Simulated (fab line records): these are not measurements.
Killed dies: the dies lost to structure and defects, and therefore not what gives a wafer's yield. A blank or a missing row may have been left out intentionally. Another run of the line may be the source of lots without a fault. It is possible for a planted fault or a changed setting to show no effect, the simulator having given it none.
Code-filled problem report in 8D (eight disciplines) form	flow gf180mcu	the parts of the form that need people (team, actions taken, sign-off) are left out

== 1. THE PROBLEM ==
At GF_M2_CD_MEAS_14, cd nm averages 251.8 nm over 4 wafers from 3 lots, while fault-free wafers read 280.2 nm, standard deviation 1.1. That is -26 standard deviations from the usual mean.
The step: target cd 280 nm.
Earliest sighting: wafer L462.2 on cd sem-01 at day 21 15:53. The record has a number at this step for 39 wafers belonging to 14 lots. Rule for "out" (also "out of limits"): further than 4 standard deviations from the usual mean. The rest of the wafers with a number are treated as sound.

== 2. WHAT IT IS, AND WHAT IT ISN'T ==
question	is	is not
which readings at this step	cd nm	-
which lots	L462, L464, L465	L455, L456, L457, L458, L459, L472, L473, L474, L476, L477, L478
which wafers of those lots	L462.2, L462.6, L464.2, L465.2	L464.3, L465.4
read on which gauges	cd sem-01, cd sem-02	-
when	from day 21 15:53	up to then (15 sound wafers); but 20 sound wafers of L464, L465, L472, L473, L474, L476, L477, L478 came after

== 3. THE SUSPECTS, EACH WITH WHAT RULES IT OUT ==
Counting: if a tool at a process step up to the reading ran every lot that is out, it stays a suspect. Sound lots after the first of them don't rule it out here, since some wafers of a struck lot are sound.
- the gauge at GF_M2_CD_MEAS_14 is ruled out. The wafers that are out were read on 2 gauges (cd sem-01, cd sem-02).
- krf scanner-01 at GF_M2_EXPOSE_11 (exposes mask Metal2, target cd 280 nm): kept. It ran every lot that is out, first L462 (day 21 04:35); its last sound lot up to then is L456 (day 19 01:48).
Left after counting: krf scanner-01 at GF_M2_EXPOSE_11.

== 4. THE CAUSE (what the simulator had put in) ==
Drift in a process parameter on krf scanner-01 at GF_M2_EXPOSE_11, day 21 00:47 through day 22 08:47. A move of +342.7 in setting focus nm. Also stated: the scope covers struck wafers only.
After counting, this tool was the only one left.

== 5. THE CHAIN OF EFFECTS, in route order ==
Rows list readings where the struck wafers' mean (over those with a number) sits beyond 3 standard deviations from the usual. Scope: only readings with a usual standard deviation given in the record; hours: median across lots of the time from each lot's start at the first step in this table that gives one to its start at this step; sigmas: change in usual standard deviations.
hours	step	reading	usual	on struck wafers	change	sigmas
0	GF_M2_CD_MEAS_14	cd nm	280.2 nm	251.8	-28.3	-26
Later measuring or inspecting steps at which every struck wafer that the step has a row for has a number for every such reading, and none has moved that far: GF_M3_OVL_MEAS_15, GF_M5_OVL_MEAS_08.

== 6. HOW IT WOULD HAVE BEEN CAUGHT EARLIER ==
The first out-of-limits reading at a measuring or inspecting step in this record came at day 21 15:53, 15 hours after the fault's start at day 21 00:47.
Lots out: 3; of these, L464, L465 started GF_M2_EXPOSE_11 on krf scanner-01 after day 21 15:53. A hold on the tool at that time would have spared those 2.
